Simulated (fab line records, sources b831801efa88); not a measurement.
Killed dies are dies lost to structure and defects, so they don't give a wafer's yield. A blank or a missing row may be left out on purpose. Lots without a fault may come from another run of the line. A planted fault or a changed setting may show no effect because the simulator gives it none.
Which tool did it? | flow sky130 | 13 lots, 37 wafers sampled, at 2 steps of a route of 708

WHAT THE GAUGES READ, wafer by wafer
SKY_SONOS_TUNNEL_TW_MEAS_12. Usual: SONOS_TUNNEL_TW 198.9, standard deviation 1.2.
lot  | measured     | on            | SONOS_TUNNEL_TW   | flag
L647 | day 11 12:00 | film_metro-04 | 197.2 199.0 198.3 |
L648 | day 11 14:48 | film_metro-01 | 200.1 200.5 200.1 |
L649 | day 11 21:24 | film_metro-03 | 198.0 198.6 198.2 |
L651 | day 12 18:11 | film_metro-01 | 200.1 199.2 200.0 |
L656 | day 14 07:17 | film_metro-04 | 200.1 199.8 199.4 |
L657 | day 14 10:13 | film_metro-01 | 178.4 178.7       | OFF
L660 | day 15 14:07 | film_metro-01 | 200.6 200.3 200.5 |
L663 | day 16 12:50 | film_metro-04 | 197.6 198.7 197.6 |
L664 | day 16 23:31 | film_metro-03 | 197.9 199.4 198.6 |
L667 | day 17 22:09 | film_metro-01 | 199.9 200.4 200.3 |
L668 | day 18 07:52 | film_metro-04 | 198.5 197.9 198.1 |
L669 | day 18 16:40 | film_metro-01 | 199.9 199.9 198.9 |
L670 | day 19 22:44 | film_metro-04 | 200.3 199.5 198.4 |

WHICH TOOL RAN EACH LOT (tool, then ch and the chambers of the sampled wafers, then the start)
lot  | SKY_SONOS_TUNNEL_IMPLANT_09
L647 | implanter-02 ch 0, day 11 11:35
L648 | implanter-03 ch 0, day 11 14:21
L649 | implanter-02 ch 0, day 11 20:59
L651 | implanter-01 ch 0, day 12 17:45
L656 | implanter-03 ch 0, day 14 06:47
L657 | implanter-02 ch 0, day 14 09:49
L660 | implanter-01 ch 0, day 15 13:42
L663 | implanter-03 ch 0, day 16 12:23
L664 | implanter-03 ch 0, day 16 23:08
L667 | implanter-01 ch 0, day 17 21:43
L668 | implanter-01 ch 0, day 18 07:28
L669 | implanter-02 ch 0, day 18 16:16
L670 | implanter-01 ch 0, day 19 22:19
- SKY_SONOS_TUNNEL_IMPLANT_09

WHAT THE TOOLS THEMSELVES READ (means of the sampled wafers that have a number; where no wafer has one, the mark that the record gives instead)
The record holds no such reading with a usual standard deviation.

THE ANSWER, worked out from the rows above alone
Rule: a lot is off if the mean of its wafers that have a number lies more than 3 standard deviations from the usual mean. A lot without any number at a reading at which 4 lots or more have one is off too. The other lots that the step has rows for count as sound. The gauges are gone through in route order, then the tools' own readings, and for those a lot's mean is taken as printed above. The first step at which some lot is off is used, and at that step the reading that is off furthest; a lot without a number counts as furthest.
Off: L657, at SKY_SONOS_TUNNEL_TW_MEAS_12 (SONOS_TUNNEL_TW).
A tool fits if, at a process step before that reading, it ran every lot that is off, and no sound lot after the first of them. The gauges at SKY_SONOS_TUNNEL_TW_MEAS_12 are tried like those tools. None of those tried fits.

WHAT THE SIMULATOR HAD PUT IN
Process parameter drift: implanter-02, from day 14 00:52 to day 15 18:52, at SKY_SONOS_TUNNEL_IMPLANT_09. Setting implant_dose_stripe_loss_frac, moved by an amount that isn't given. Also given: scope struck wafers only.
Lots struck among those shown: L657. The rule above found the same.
